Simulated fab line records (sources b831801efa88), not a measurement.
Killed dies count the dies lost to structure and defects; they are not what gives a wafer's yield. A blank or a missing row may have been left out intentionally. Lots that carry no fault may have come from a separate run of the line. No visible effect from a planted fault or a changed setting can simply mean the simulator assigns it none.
Matching of chambers | flow gf180mcu | 4 sister chambers for GF_HV_LDD_ETCHBACK_58 on rieDiel-04
The step etches Si3N4 in CH3F/O2, stops on SiO2, time 100 s, target depth 90 nm. 4 wafers are shown with their chamber, then 7 later ones without.

EACH WAFER AND ITS CHAMBER
wafer  | chamber | throttleValvePct (%)
L905.2 | 1       | 10.576
L905.4 | 0       | 10.553
L906.2 | 3       | 10.562
L906.5 | 2       | 10.567

WAFERS MISSING THEIR CHAMBER
wafer  | throttleValvePct (%)
L906.6 | 10.573
L907.2 | 10.577
L907.3 | 10.567
L907.4 | 10.550
L908.3 | 10.566
L908.5 | 10.556
L908.6 | 10.552

WHICH CHAMBER EACH ONE RAN IN
wafer  | from the rows above     | in truth
L906.6 | can't be placed: 1 or 2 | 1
L907.2 | 1                       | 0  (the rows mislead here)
L907.3 | 2                       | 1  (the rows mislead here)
L907.4 | 0                       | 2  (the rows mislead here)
L908.3 | can't be placed: 2 or 3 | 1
L908.5 | can't be placed: 0 or 3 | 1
L908.6 | 0                       | 0
Correct placement for 1 of the 7. From these rows, 3 cannot be placed; in 1 the true chamber is one of the candidates. 3 placed wrongly.
How it was worked out, from the rows above alone: a wafer's distance from a chamber is the root of the sum, over the readings, of the square of ((its reading less the chamber's mean) divided by the reading's scatter). If the next closest chamber is less than 2 further off than the closest, the wafer can't be placed; otherwise it belongs to the closest. Each chamber's mean is taken over the wafers shown for it. The scatter: root of mean squared gap, hidden wafer to nearest shown wafer, with one shown wafer a chamber.
